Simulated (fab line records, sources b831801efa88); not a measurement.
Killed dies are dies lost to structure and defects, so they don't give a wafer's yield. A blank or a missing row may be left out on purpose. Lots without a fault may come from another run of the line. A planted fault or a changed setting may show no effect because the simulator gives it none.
fab line records | flow sky130
record lots=7 wafers=21 last_day=48
route steps=708 shown LOCAL_INTERCONNECT@396 CONTACT@406 PAD_OPEN@708
lots that met no fault: from a run of the same line without faults
start_h: hours from the record's first day to the start of the lot's first wafer shown | wait_h: hours since the lot's step before | " the same as in the row above | L1.1+2: a row that stands for several wafers | - no value, or no start given | * or withheld: withheld | < > ~ a bound
route shown NAME@n: a module of which the file shows steps, and the number in the route of the first | usual: mean/standard deviation of fault-free wafers | same: alike in all rows | chamber/n: place in a boat | sites: the reading at each site | _std_site: their standard deviation | _edge_site: outer sites' mean less inner sites' | radius_mm: how far each site lies from the wafer's centre | mask NAME#n: copy n | behind: the tool/chamber that last shaped the wafer | hold: why the lot was held/for how many hours/how that ended | device: the transistor (n, p or np) that didn't switch | end of line: the same wafers' tests at the end of the route | a step without rows: its recipe alone | killed: dies lost to structure and defects at the first sort, not the wafer's yield | map: a wafer's dies, x killed, . not, _ none there
set.NAME: the setting as run; set.NAME@STEP: as run at that earlier step | model.NAME: the simulator's own value behind a step, which no gauge read
lots at some steps of the route; a table a step, a row a wafer
services: from which hour (start_h, from the record's first day; less than 0 if before it) a tool's chamber was out of use, for how many hours, and why
## steps
# step SKY_LOCAL_INTERCONNECT_PEB_09
# recipe peb_temp_c=withheld peb_time_s=withheld resist=KrF-thick
# step SKY_LOCAL_INTERCONNECT_DEVELOP_10
# recipe develop_time_s=60 resist=KrF-thick dev_temp_c=21
# step SKY_LOCAL_INTERCONNECT_CD_MEAS_11
# recipe target_cd_nm=170
# usual cd_nm=169.3/1.7
# columns lot.wafer tool chamber start_h wait_h cd_nm
L530.1 cd_sem-02 - 747.94 - 166.4
L530.2 " - " " 168.5
L530.6 " - " " 166.8
L532.2 cd_sem-02 - 759.66 - 169.9
L532.3 " - " " 170.9
L532.5 " - " " 167.5
L531.2 cd_sem-01 - 760.90 - 169.8
L531.3 " - " " 170.0
L531.5 " - " " 169.6
L539.1 cd_sem-01 - 802.14 - 169.6
L539.3 " - " " 170.3
L539.4 " - " " 169.6
L541.4 cd_sem-02 - 812.68 - 170.0
L541.5 " - " " 170.2
L541.6 " - " " 171.7
L542.1 cd_sem-02 - 817.58 - 169.5
L542.2 " - " " 169.4
L542.6 " - " " 169.5
L543.1 cd_sem-02 - 826.89 - 168.3
L543.4 " - " " 165.8
L543.6 " - " " 168.1
# step SKY_LOCAL_INTERCONNECT_OVL_MEAS_12
# usual LOCAL_INTERCONNECT_OVL=4/5.3
# columns lot.wafer tool chamber start_h wait_h LOCAL_INTERCONNECT_OVL[nm]
L530.1 overlay-02 - 748.06 0.1 12
L530.2 " - " " 8
L530.6 " - " " 6
L532.2 overlay-02 - 759.76 0.1 1
L532.3 " - " " -1
L532.5 " - " " 3
L531.2 overlay-02 - 761.01 0.1 0
L531.3 " - " " 8
L531.5 " - " " 3
L539.1 overlay-02 - 802.26 0.1 -9
L539.3 " - " " 1
L539.4 " - " " -5
L541.4 overlay-02 - 812.76 0.1 4
L541.5 " - " " 1
L541.6 " - " " 5
L542.1 overlay-02 - 817.70 0.1 7
L542.2 " - " " 12
L542.6 " - " " 3
L543.1 overlay-02 - 827.01 0.1 6
L543.4 " - " " 7
L543.6 " - " " 16
# step SKY_LOCAL_INTERCONNECT_ETCH_13
# recipe chemistry=N2/H2 target=BARC ion_energy_ev=200 bias_w=100 pressure_mtorr=30 n2_flow_sccm=100 h2_flow_sccm=200 icp_w=500 stop_on=SiO2 time_s=45.9 target_depth_a=600
# usual drypump_motor_current_A=5.9/0.46 he_backside_leak_sccm=3.38/0.18 n2_flow_sccm=100.00/0.29 oes_product_au=0.855/0.0048 throttle_valve_pct=13.224/0.0096
# columns lot.wafer tool chamber start_h wait_h drypump_motor_current_A he_backside_leak_sccm n2_flow_sccm oes_product_au rf_hours_counter_h throttle_valve_pct
L530.1 rie_metal-02 1 748.09 0.0 5.6 3.38 99.60 0.858 11 13.233
L530.2 " 0 " " 5.9 3.22 100.04 0.851 5 13.232
L530.6 " 1 " " 5.5 3.39 100.12 0.864 - 13.227
L532.2 rie_metal-01 0 759.79 0.0 5.6 2.94 100.14 0.854 3 13.238
L532.3 " 1 " " 6.6 3.54 100.43 0.851 - 13.237
L532.5 " 1 " " 6.5 3.58 100.10 0.854 - 13.219
L531.2 rie_metal-02 1 761.04 0.0 5.6 3.19 100.03 0.848 11 13.209
L531.3 " 0 " " 5.9 3.27 100.23 0.854 - 13.236
L531.5 " 1 " " 5.6 3.21 100.09 0.857 - 13.218
L539.1 rie_metal-03 1 802.29 0.0 5.6 3.32 99.67 0.861 15 13.210
L539.3 " 1 " " 5.6 3.30 99.77 0.850 - 13.206
L539.4 " 0 " " 5.3 3.51 100.31 0.856 - 13.227
L541.4 rie_metal-01 1 812.80 0.0 6.5 3.63 100.22 0.859 - 13.214
L541.5 " 0 " " 5.6 3.17 99.32 0.857 - 13.233
L541.6 " 1 " " 6.5 3.62 100.13 0.850 - 13.220
L542.1 rie_metal-01 1 817.74 0.0 6.6 3.50 100.32 0.854 8 13.238
L542.2 " 0 " " 5.6 2.99 100.16 0.846 5 13.237
L542.6 " 0 " " 5.6 3.09 99.76 0.843 - 13.229
L543.1 rie_metal-01 0 827.04 0.0 5.6 2.98 100.37 0.857 5 13.221
L543.4 " 1 " " 6.6 3.63 99.57 0.848 - 13.223
L543.6 " 1 " " 6.5 3.53 99.67 0.862 - 13.223
# step SKY_LOCAL_INTERCONNECT_METAL_ETCH_14
# recipe target_depth_nm=110 stop_on=PSG chemistry=Cl2/BCl3 target=TiN resist_sidewall_deg=88 pressure_mtorr=10 icp_w=900 bias_w=48.5 Cl2_flow_sccm=60 bcl3_flow_sccm=30 time_s=31.4
# usual drypump_motor_current_A=5.9/0.46 he_backside_leak_sccm=3.40/0.19 oes_product_au=0.945/0.0086 throttle_valve_pct=21.898/0.01
# columns lot.wafer tool chamber start_h wait_h drypump_motor_current_A he_backside_leak_sccm oes_product_au rf_hours_counter_h throttle_valve_pct
L530.1 rie_metal-02 1 748.16 0.0 5.6 3.23 0.944 11 21.901
L530.2 " 0 " " 5.9 3.21 0.945 5 21.901
L530.6 " 1 " " 5.6 3.26 0.948 - 21.902
L532.2 rie_metal-01 0 759.86 0.0 5.6 3.15 0.938 3 21.901
L532.3 " 1 " " 6.5 3.51 0.934 - 21.900
L532.5 " 1 " " 6.5 3.59 0.946 - 21.887
L531.2 rie_metal-02 1 761.10 0.0 5.5 3.43 0.940 11 21.889
L531.3 " 0 " " 5.9 3.31 0.938 - 21.899
L531.5 " 1 " " 5.5 3.36 0.934 - 21.892
L539.1 rie_metal-03 1 802.36 0.0 5.6 3.54 0.954 15 21.890
L539.3 " 1 " " 5.6 3.50 0.952 - 21.878
L539.4 " 0 " " 5.3 3.51 0.958 - 21.891
L541.4 rie_metal-01 1 812.85 0.0 6.5 3.60 0.944 - 21.920
L541.5 " 0 " " 5.6 3.08 0.934 - 21.916
L541.6 " 1 " " 6.5 3.62 0.939 - 21.888
L542.1 rie_metal-01 1 817.80 0.0 6.5 3.58 0.924 8 21.905
L542.2 " 0 " " 5.6 3.04 0.929 5 21.915
L542.6 " 0 " " 5.6 3.14 0.924 - 21.902
L543.1 rie_metal-01 0 827.11 0.0 5.6 3.38 0.935 5 21.902
L543.4 " 1 " " 6.6 3.64 0.926 - 21.898
L543.6 " 1 " " 6.5 3.67 0.935 - 21.914
# step SKY_LOCAL_INTERCONNECT_STRIP_15
# recipe chemistry=O2/N2 power_w=1400 pressure_mtorr=1500 platen_temp_c=withheld o2_flow_sccm=3000 n2_flow_sccm=300 overash_fraction=0.5
# usual drypump_motor_current_A=5.61/0.3 n2_flow_sccm=299.8/0.87 oes_product_au=0.426/0.004 strip_time_to_endpoint_s=4.701/0.024
# columns lot.wafer tool chamber start_h wait_h drypump_motor_current_A n2_flow_sccm oes_product_au rf_hours_counter_h strip_time_to_endpoint_s
L530.1 plasma_asher-03 1 748.21 0.0 5.87 299.3 0.431 99 4.689
L530.2 " 0 " " 5.14 298.9 0.425 99 4.731
L530.6 " 1 " " 5.87 299.4 0.435 - 4.674
L532.2 plasma_asher-03 1 759.91 0.0 5.85 299.2 0.429 100 4.697
L532.3 " 1 " " 5.87 299.6 0.430 - 4.699
L532.5 " 1 " " 5.89 299.1 0.429 - 4.707
L531.2 plasma_asher-03 0 761.15 0.0 5.14 300.4 0.417 100 4.690
L531.3 " 0 " " 5.13 300.1 0.422 - 4.751
L531.5 " 0 " " 5.14 300.5 0.428 - 4.694
L539.1 plasma_asher-02 0 802.41 0.0 5.43 299.8 0.427 36 4.690
L539.3 " 1 " " 6.05 301.1 0.426 - 4.679
L539.4 " 0 " " 5.43 298.3 0.430 - 4.711
L541.4 plasma_asher-01 0 812.92 0.1 5.55 301.1 0.422 - 4.731
L541.5 " 1 " " 5.72 301.1 0.434 - 4.736
L541.6 " 0 " " 5.54 300.4 0.424 - 4.740
L542.1 plasma_asher-01 1 817.85 0.0 5.69 298.5 0.427 63 4.705
L542.2 " 0 " " 5.55 300.9 0.419 63 4.669
L542.6 " 0 " " 5.57 298.9 0.424 - 4.689
L543.1 plasma_asher-01 1 827.16 0.0 5.74 300.0 0.425 64 4.720
L543.4 " 0 " " 5.56 298.3 0.424 - 4.707
L543.6 " 0 " " 5.57 298.0 0.429 - 4.734
# step SKY_LOCAL_INTERCONNECT_STRIP_16
# recipe chemistry=post_etch_residue_remover time_s=1200 temp_c=72.5
# step SKY_LOCAL_INTERCONNECT_CLEAN_17
# recipe chemistry=IPA time_s=180 temp_c=25
# step SKY_LOCAL_INTERCONNECT_CLEAN_18
# recipe chemistry=O3/DIW dry=n2_spin
# step SKY_CONTACT_CVD_00
# recipe material=Si3N4 target_thk_nm=75 temp_c=400 time_s=withheld rf_w=450
# usual heater_power_outer_w=419/63 heater_power_w=690/79
# columns lot.wafer tool chamber start_h wait_h heater_power_outer_w heater_power_w
L530.1 pecvd-01 1 748.80 0.0 429 720
L530.2 " 2 " " 476 739
L530.6 " 0 " " 466 743
L532.2 pecvd-03 2 760.50 0.0 406 655
L532.3 " 0 " " 375 653
L532.5 " 1 " " 531 797
L531.2 pecvd-01 2 761.74 0.0 391 653
L531.3 " 1 " " 429 694
L531.5 " 0 " " 472 775
L539.1 pecvd-03 2 803.04 0.0 391 665
L539.3 " 1 " " 605 923
L539.4 " 2 " " 399 636
L541.4 pecvd-01 2 813.50 0.0 476 778
L541.5 " 0 " " 441 728
L541.6 " 1 " " 426 708
L542.1 pecvd-04 2 818.44 0.0 372 630
L542.2 " 0 " " 388 632
L542.6 " 1 " " 391 668
L543.1 pecvd-01 2 827.78 0.0 465 753
L543.4 " 0 " " 464 739
L543.6 " 2 " " 485 761
# step SKY_CONTACT_THK_MEAS_01
# recipe reads=Si3N4_of_CONTACT_CVD_00
# usual CONTACT_CVD_00_THK=75.2/1.1
# columns lot.wafer tool chamber start_h wait_h CONTACT_CVD_00_THK[nm]
L530.1 film_metro-03 - 748.83 - 75.1
L530.2 " - " " 74.6
L530.6 " - " " 76.8
L532.2 film_metro-01 - 760.55 - 73.0
L532.3 " - " " 75.1
L532.5 " - " " 74.1
L531.2 film_metro-01 - 761.79 - 75.0
L531.3 " - " " 75.1
L531.5 " - " " 77.0
L539.1 film_metro-01 - 803.07 - 74.7
L539.3 " - " " 75.8
L539.4 " - " " 76.0
L541.4 film_metro-01 - 813.54 - 75.7
L541.5 " - " " 76.0
L541.6 " - " " 75.9
L542.1 film_metro-01 - 818.48 - 75.1
L542.2 " - " " 74.6
L542.6 " - " " 77.7
L543.1 film_metro-01 - 827.83 - 75.3
L543.4 " - " " 76.7
L543.6 " - " " 76.0
# step SKY_CONTACT_HDPCVD_02
# recipe material=SiO2 target_thk_nm=565 sigma_open_frac=0.3 time_s=94.2 temp_c=600 sih4_flow_sccm=60 pressure_mtorr=6
# columns lot.wafer tool chamber start_h wait_h model.SiO2_of_CONTACT_HDPCVD_02.thk_nm
L530.1 hdpcvd-02 0 748.89 0.1 547.8
L530.2 " 2 " " 559.5
L530.6 " 0 " " 749.3
L532.2 hdpcvd-02 0 760.60 0.0 561.7
L532.3 " 2 " " 763.6
L532.5 " 0 " " 755.3
L531.2 hdpcvd-02 1 761.84 0.0 566.6
L531.3 " 0 " " 753.9
L531.5 " 0 " " 755.5
L539.1 hdpcvd-01 1 803.13 0.1 568.5
L539.3 " 0 " " 580.2
L539.4 " 1 " " 569.2
L541.4 hdpcvd-01 2 813.61 0.1 560.8
L541.5 " 1 " " 570.1
L541.6 " 0 " " 576
L542.1 hdpcvd-01 1 818.54 0.1 565.1
L542.2 " 2 " " 561.6
L542.6 " 2 " " 564.2
L543.1 hdpcvd-02 1 827.89 0.1 567.8
L543.4 " 0 " " 565.7
L543.6 " 1 " " 561.2
# step SKY_CONTACT_THK_MEAS_03
# recipe reads=SiO2_of_CONTACT_HDPCVD_02
# usual CONTACT_HDPCVD_THK=567/6.5
# columns lot.wafer tool chamber start_h wait_h CONTACT_HDPCVD_THK[nm]
L530.1 film_metro-03 - 748.96 0.0 548
L530.2 " - " " 559
L530.6 " - " " 749
L532.2 film_metro-01 - 760.68 0.0 561
L532.3 " - " " 764
L532.5 " - " " 755
L531.2 film_metro-01 - 761.92 0.0 566
L531.3 " - " " 754
L531.5 " - " " 755
L539.1 film_metro-01 - 803.20 0.0 569
L539.3 " - " " 581
L539.4 " - " " 569
L541.4 film_metro-01 - 813.67 0.0 561
L541.5 " - " " 570
L541.6 " - " " 576
L542.1 film_metro-02 - 818.61 0.0 566
L542.2 " - " " 562
L542.6 " - " " 565
L543.1 film_metro-02 - 827.96 0.0 568
L543.4 " - " " 566
L543.6 " - " " 561
# step SKY_CONTACT_CMP_04
# recipe material=SiO2 down_force_psi=4 platen_rpm=60 pad_velocity_m_s=0.94248
# usual motor_current_A=11.7/1.2 time_to_endpoint_s=85/5.6
# columns lot.wafer tool chamber start_h wait_h motor_current_A time_to_endpoint_s
L530.1 cmp-02 3 749.10 0.1 13.3 77
L530.2 " 2 " " 13.9 82
L530.6 " 3 " " 13.3 151
L532.2 cmp-01 3 760.78 0.1 11.8 78
L532.3 " 1 " " 11.7 164
L532.5 " 2 " " 10.6 156
L531.3 cmp-01 0 762.26 0.3 10.6 146
L531.2 " 2 " " 10.8 79
L531.5 " 3 " " 11.7 140
L539.3 cmp-01 1 803.49 0.3 11.0 95
L539.4 " 3 " " 11.1 77
L539.1 " 0 " " 9.9 82
L541.4 cmp-02 0 813.80 0.1 12.2 90
L541.5 " 2 " " 14.2 84
L541.6 " 3 " " 14.3 92
L542.1 cmp-01 3 818.72 0.1 11.7 80
L542.2 " 1 " " 11.9 90
L542.6 " 3 " " 11.4 79
L543.1 cmp-01 1 828.02 0.1 11.7 88
L543.4 " 0 " " 10.0 83
L543.6 " 1 " " 12.1 88
# step SKY_CONTACT_BOW_MEAS_05
# recipe mode=bow
# usual CONTACT_BOW=85/6.6
# columns lot.wafer tool chamber start_h wait_h CONTACT_BOW[um]
L530.1 film_metro-02 - 749.40 0.2 70
L530.2 " - " " 88
L530.6 " - " " 82
L532.2 film_metro-03 - 761.05 0.2 77
L532.3 " - " " 87
L532.5 " - " " 94
L531.2 film_metro-03 - 762.53 0.1 92
L531.3 " - " " 90
L531.5 " - " " 85
L539.1 film_metro-01 - 803.79 0.1 87
L539.3 " - " " 84
L539.4 " - " " 102
L541.4 film_metro-02 - 814.06 0.2 85
L541.5 " - " " 94
L541.6 " - " " 77
L542.1 film_metro-03 - 818.97 0.2 81
L542.2 " - " " 94
L542.6 " - " " 79
L543.1 film_metro-03 - 828.32 0.2 84
L543.4 " - " " 90
L543.6 " - " " 79
# step SKY_PAD_OPEN_PROBE_99
# usual killed_at_M0_to_M3=43/6.1 killed_at_M4_up=3.5/2 killed_at_contacts=25/5.1 killed_at_front_end=14/4.2 killed_at_other=0.3/0.55 killed_dies=86/8.3 killed_open=46/7.2 killed_short=39/6
# same gross_dies=492 killed_at_back_side=0
# columns lot.wafer tool chamber start_h wait_h killed_at_M0_to_M3 killed_at_M4_up killed_at_contacts killed_at_front_end killed_at_other killed_dies killed_open killed_short
L530.1 prober-01 - 1106.64 0.1 41 5 25 17 0 88 56 32
L530.2 prober-01 - 1106.69 0.1 53 5 26 12 0 96 54 42
L530.6 prober-01 - 1106.89 0.2 35 5 21 11 0 72 35 37
L531.2 prober-02 - 1112.98 0.1 45 6 23 13 0 87 40 47
L531.3 prober-02 - 1113.03 0.2 39 5 17 12 0 73 38 35
L531.5 prober-02 - 1113.13 0.2 45 2 26 8 0 81 39 42
L541.4 prober-02 - 1151.38 0.2 41 4 23 8 1 77 46 31
L541.5 prober-02 - 1151.43 0.2 42 1 20 4 0 67 38 29
L541.6 prober-02 - 1151.48 0.2 33 3 29 10 0 75 39 36
# killed by level:class
L530.1 CONTACT:geometric_particle:open=9 VIA2:geometric_particle:open=9 VIA1:geometric_particle:open=9 POLY_GATE:geometric_particle:short=7 LI_CONTACT:geometric_particle:open=7 VIA3:geometric_particle:open=5 FIELD_ISO:geometric_particle:open=4 SPACER:geometric_particle:open=4
L530.2 VIA2:geometric_particle:open=13 CONTACT:geometric_particle:open=12 VIA1:geometric_particle:open=10 VIA2:geometric_particle:short=6 CONTACT:geometric_particle:short=5 METAL1:geometric_particle:short=5 VIA1:geometric_particle:short=5 METAL4:geometric_particle:short=5
L530.6 VIA1:geometric_particle:open=10 CONTACT:geometric_particle:open=7 CONTACT:geometric_particle:short=6 METAL1:geometric_particle:short=5 VIA1:geometric_particle:short=4 LI_CONTACT:geometric_particle:open=4 METAL2:geometric_particle:short=4 VIA3:geometric_particle:open=4
L531.2 VIA1:geometric_particle:open=11 CONTACT:geometric_particle:open=10 VIA2:geometric_particle:short=6 METAL2:geometric_particle:short=6 CONTACT:geometric_particle:short=5 VIA1:geometric_particle:short=5 METAL4:geometric_particle:short=5 VIA2:geometric_particle:open=5
L531.3 VIA1:geometric_particle:open=10 VIA3:geometric_particle:open=9 VIA1:geometric_particle:short=7 POLY_GATE:geometric_particle:short=5 LI_CONTACT:geometric_particle:open=5 CONTACT:geometric_particle:short=4 METAL4:geometric_particle:short=4 VIA2:geometric_particle:short=3
L531.5 VIA1:geometric_particle:open=9 METAL1:geometric_particle:short=8 VIA3:geometric_particle:open=7 CONTACT:geometric_particle:open=7 CONTACT:geometric_particle:short=6 LI_CONTACT:geometric_particle:open=5 VIA3:geometric_particle:short=5 FIELD_ISO:geometric_particle:open=4
L541.4 CONTACT:geometric_particle:open=9 VIA1:geometric_particle:open=9 METAL2:geometric_particle:short=7 VIA2:geometric_particle:open=6 LI_CONTACT:geometric_particle:open=5 LOCAL_INTERCONNECT:geometric_particle:short=5 VIA3:geometric_particle:open=5 FIELD_ISO:geometric_particle:open=3
L541.5 CONTACT:geometric_particle:open=13 VIA2:geometric_particle:open=10 METAL1:geometric_particle:short=6 VIA1:geometric_particle:open=5 METAL2:geometric_particle:short=5 CONTACT:geometric_particle:short=4 VIA1:geometric_particle:short=3 METAL2:geometric_particle:open=3
L541.6 CONTACT:geometric_particle:open=10 VIA2:geometric_particle:open=8 CONTACT:geometric_particle:short=7 LI_CONTACT:geometric_particle:open=6 VIA1:geometric_particle:open=6 METAL2:geometric_particle:short=5 LOCAL_INTERCONNECT:geometric_particle:short=4 METAL1:geometric_particle:short=3
## services
# columns tool chamber start_h hours kind
hdpcvd-02 1 724.80 8.9 repair
pecvd-03 - 727.15 0.3 repair
pecvd-04 0 727.56 11.7 repair
pecvd-04 2 738.80 10.3 repair
cmp-02 - 741.82 1.8 repair
cmp-01 - 744.25 4.0 pm
cmp-01 - 748.25 - consumable_replace:conditioner
cmp-01 - 748.25 - consumable_replace:pad
cmp-01 - 748.25 4.5 pm
pecvd-04 - 758.77 3.2 repair
cmp-02 - 758.89 4.4 pm
cmp-01 - 763.07 1.6 repair
plasma_asher-03 - 764.58 2.8 pm
pecvd-01 0 769.54 2.1 scheduled_down
pecvd-04 - 784.01 1.1 repair
hdpcvd-01 - 792.09 6.0 pm
cmp-02 - 797.44 2.2 repair
pecvd-03 - 798.61 4.0 repair
cmp-02 - 800.26 9.4 pm
rie_metal-02 - 809.07 38.9 repair
pecvd-04 - 816.19 0.6 repair
pecvd-01 - 816.73 5.5 pm
hdpcvd-01 - 821.13 0.5 repair
pecvd-01 1 822.19 - clean
## key
first_sign step=SKY_CONTACT_THK_MEAS_03 reading=CONTACT_HDPCVD_THK direction=up sigmas=29 usual=567 struck=755
effect step=SKY_CONTACT_CMP_04 reading=time_to_endpoint_s direction=up sigmas=12 usual=* struck=*
model_effect step=SKY_CONTACT_HDPCVD_02 value=SiO2_of_CONTACT_HDPCVD_02.thk_nm without=557.7 struck=755.5
met_at SKY_CONTACT_HDPCVD_02
struck_wafers L530.6,L531.3,L531.5,L532.3,L532.5
tester_left_out L530,L531,L532
fault kind=process_parameter_drift tool=hdpcvd-02 chamber=- onset_h=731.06 steps=SKY_CONTACT_HDPCVD_02 channel=target_thk_nm offset=197.85 shape=step end_h=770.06 scope=struck_wafers_only acts_in=these_recipes_only stated=565
# tester_left_out: of these lots the tester's yield and bins aren't shown, on N5 and GAA mostly nor the transistor test; their killed dies are dies lost to structure and defects alone, not to doping, threshold or leakage, so they don't give the yield
